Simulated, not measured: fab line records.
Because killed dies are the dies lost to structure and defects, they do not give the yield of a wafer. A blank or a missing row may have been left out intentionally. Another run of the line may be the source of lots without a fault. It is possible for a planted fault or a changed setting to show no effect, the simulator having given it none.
Which tool was responsible?    flow sky130    Sampling: 12 lots, 36 wafers, 3 of 708 route steps

WHAT EACH GAUGE READ, for each wafer
SKY_LI_CONTACT_THK_MEAS_23: measures by xrf. Usual: LI_CONTACT_W_THK gives 387 nm (standard deviation 6.6).
lot   measured      on             LI_CONTACT_W_THK (nm)  flag
L863  day 28 09:38  film metro-04  393 389 382            
L865  day 29 17:02  film metro-04  387 397 390            
L868  day 30 18:32  film metro-01  386 393 391            
L872  day 32 17:48  film metro-03  397 392 396            
L873  day 33 00:20  film metro-01  386 386 387            
L874  day 33 01:20  film metro-04  388 385 392            
L876  day 33 09:50  film metro-03  386 390 381            
L875  day 33 13:15  film metro-04  386 385 382            
L882  day 35 07:20  film metro-01  393 392 391            
L884  day 35 21:38  film metro-03  370 371 377            
L885  day 36 06:13  film metro-01  394 389 394            
L886  day 36 15:11  film metro-03  389 395 384            

SKY_LOCAL_INTERCONNECT_THK_MEAS_02: measures by xrf. Usual: LOCAL_INTERCONNECT_TIN_THK gives 99.8 nm (standard deviation 1.3).
lot   measured      on             LOCAL_INTERCONNECT_TIN_THK (nm)  flag
L863  day 28 10:11  film metro-03  99.7 98.9 99.4                   
L865  day 29 17:35  film metro-04  99.4 102.9 102.7                 
L868  day 30 19:44  film metro-02  101.6 101.6 101.1                
L872  day 32 18:20  film metro-04  100.5 100.5 100.1                
L873  day 33 00:52  film metro-02  97.3 97.3 97.5                   
L874  day 33 01:53  film metro-04  100.0 98.3 99.3                  
L876  day 33 10:23  film metro-03  99.7 98.4 98.7                   
L875  day 33 13:47  film metro-03  99.2 96.2 98.9                   
L882  day 35 07:53  film metro-02  98.6 100.8 100.0                 
L884  day 35 22:11  film metro-02  98.9 99.5 100.4                  
L885  day 36 06:45  film metro-02  98.1 98.4 101.8                  
L886  day 36 15:43  film metro-02  99.7 100.0 100.5                 

EACH LOT AND THE TOOL THAT RAN IT (in order: tool; ch and the chambers of the sampled wafers; start)
lot   SKY_LI_CONTACT_SPUTTER_19
L863  pvd sputter-03, day 28 09:16
L865  pvd sputter-01, day 29 16:39
L868  pvd sputter-04, day 30 18:09
L872  pvd sputter-04, day 32 17:25
L873  pvd sputter-01, day 32 23:57
L874  pvd sputter-04, day 33 00:58
L876  pvd sputter-04, day 33 09:25
L875  pvd sputter-01, day 33 12:44
L882  pvd sputter-04, day 35 06:58
L884  pvd sputter-03, day 35 21:15
L885  pvd sputter-04, day 36 05:50
L886  pvd sputter-04, day 36 14:48
- SKY_LI_CONTACT_SPUTTER_19: material Ti, target thk 20 nm, time 106.37 s.

AS READ BY THE TOOLS THEMSELVES (means over the sampled wafers that have a number; for cases with no such wafer, the mark the record gives instead)
SKY_LI_CONTACT_SPUTTER_19. Usual: throttle valve pct reads 29.8 % (standard deviation 1.3).
lot   tool            throttle valve pct (%)  flag
L863  pvd sputter-03  31.1                    
L865  pvd sputter-01  30.1                    
L868  pvd sputter-04  30.2                    
L872  pvd sputter-04  29.5                    
L873  pvd sputter-01  30.7                    
L874  pvd sputter-04  29.6                    
L876  pvd sputter-04  30.1                    
L875  pvd sputter-01  29.7                    
L882  pvd sputter-04  28.8                    
L884  pvd sputter-03  28.9                    
L885  pvd sputter-04  29.3                    
L886  pvd sputter-04  28.8                    

THE ANSWER, worked out from the rows above alone
Rule: a lot is off if the mean of its wafers that have a number lies more than 3 standard deviations from the usual mean. A lot without any number at a reading at which 4 lots or more have one is off too. All remaining lots with rows at the step are treated as sound. The gauges are gone through in route order, then the tools' own readings, and for those a lot's mean is taken as printed above. At the first step where some lot is off, the reading lying furthest off is the one used; lots without a number count as furthest.
None of the lots is off at any reading shown; this tells nothing.

WHAT THE SIMULATOR PUT IN
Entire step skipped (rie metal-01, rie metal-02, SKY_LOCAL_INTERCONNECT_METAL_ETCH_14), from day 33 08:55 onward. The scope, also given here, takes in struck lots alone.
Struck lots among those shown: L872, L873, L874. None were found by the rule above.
